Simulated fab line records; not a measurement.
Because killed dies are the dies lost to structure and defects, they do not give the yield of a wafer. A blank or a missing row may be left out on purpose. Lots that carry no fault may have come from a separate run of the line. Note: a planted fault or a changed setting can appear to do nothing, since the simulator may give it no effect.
A struck lot beside a sound one ; flow sky130 ; 19 steps out of a route of 708
Sound: these wafers, L620.2, L620.5, L620.6. Wafers L622.1, L622.3, L622.6 were the ones struck. At the end, the cause is stated.
Order at every step that has rows: each side's tool, ch and its chambers, its first start. Under that, the readings that differ: sound wafers ; struck wafers ; difference of the means ; sigmas: that difference in standard deviations of wafers without a fault.
alike: same words and numbers on both sides, and readings whose means sit less than 2 such deviations apart. not compared: any withheld reading, any reading some wafer has no value for, any bound like >300 that may hide the same value, and any number with overlapping values for which the record gives no deviation.
The two part at a step that has a row with sigmas, a row that says differs or no value, or rows on one side only. Numbers that don't overlap but have no deviation are shown without sigmas and don't part them. A reading that every wafer of one side lacks parts them only if that side has two wafers or more.

first, 1 step without rows for these wafers: SKY_LDD_HVP_IMPLANT_08.
SKY_LDD_HVP_STRIP_09: strips in O2/N2.
  sound on plasma-asher-04 ch 0,1, day 21 23:32; struck on plasma-asher-04 ch 0,1, day 22 23:28
  alike: drypump-motor-current-A, oes-product-au, strip-time-to-endpoint-s
  not compared: rf-hours-counter-h
SKY_LDD_HVP_TW_MEAS_10:
  sound on film-metro-03 at day 21 23:38; struck on film-metro-01 at day 22 23:34
reading;sound;struck;difference;sigmas
LDD_HVP_TW;453.8 452.0 449.3;457.8 462.8 457.7;+7.7;+3
then, 7 steps without rows for these wafers: SKY_LDD_LDN_DEHYDRATE_00 (time 60 s); SKY_LDD_LDN_HMDS_01 (prime time 60 s); SKY_LDD_LDN_COAT_02 (resist thk 1140 nm); SKY_LDD_LDN_SOFTBAKE_03 (time 60 s); SKY_LDD_LDN_EXPOSE_04 (exposes mask LDNTM, target cd 700 nm); SKY_LDD_LDN_PEB_05; SKY_LDD_LDN_DEVELOP_06 (develop time 60 s).
SKY_LDD_LDN_OVL_MEAS_07:
  sound on overlay-01 at day 23 05:05; struck on overlay-01 at day 24 04:34
  alike: LDD_LDN_OVL
after that, 1 step had no rows for these wafers: SKY_LDD_LDN_IMPLANT_08.
SKY_LDD_LDN_IMPLANT_09:
  sound on implanter-03 ch 0, day 23 05:17; struck on implanter-03 ch 0, day 24 04:46
reading;sound;struck;difference;sigmas
dose-ions-cm2;1.2512e+13 1.2494e+13 1.25e+13;4.521e+12 4.525e+12 4.511e+12;-7.983e+12;-99 or more
faraday-current-uA;69.7 70.0 71.6;26.2 26.4 26.3;-44.1;-29
then, 2 steps without rows for these wafers: SKY_LDD_LDN_IMPLANT_10; SKY_LDD_LDN_IMPLANT_11.
SKY_LDD_LDN_STRIP_12: strips in O2/N2.
  sound on plasma-asher-03 ch 0,1, day 23 05:43; struck on plasma-asher-01 ch 0,1, day 24 05:13
  alike: drypump-motor-current-A, oes-product-au, strip-time-to-endpoint-s
  not compared: rf-hours-counter-h
SKY_LDD_LDN_TW_MEAS_13:
  sound on film-metro-03 at day 23 05:50; struck on film-metro-04 at day 24 05:19
reading;sound;struck;difference;sigmas
LDD_LDN_TW;1467 1465 1466;1396 1395 1393;-71;-9
then, 1 step without rows for these wafers: SKY_LDD_LDN_CLEAN_14 (cleans in SC1/SC2, time 150 s).
-- record jumps: 23 days separate the struck wafers' starts on either side; left off in module LDD_LDN, taken up again in module PAD_OPEN, whose first shown step is the route's number 708 --
SKY_PAD_OPEN_PROBE_99:
  sound on prober-01 at day 46 05:38; struck on prober-01 at day 46 17:34
reading;sound;struck;difference;sigmas
model.etest.tip-sonos.rs-ohm-sq;2673 2662 2686;2904 2931 2981;+265;
  alike: killed_at_M0_to_M3, killed_at_M4_up, killed-at-contacts, killed-at-front-end, killed-at-other, killed-dies, killed-open, killed-short

== WHERE THEY PART ==
Earliest at SKY_LDD_HVP_TW_MEAS_10; latest, in this record, at SKY_LDD_LDN_TW_MEAS_13. Later steps at which nothing parts them and some readings are alike: SKY_PAD_OPEN_PROBE_99.

WHY: whatever the simulator had introduced
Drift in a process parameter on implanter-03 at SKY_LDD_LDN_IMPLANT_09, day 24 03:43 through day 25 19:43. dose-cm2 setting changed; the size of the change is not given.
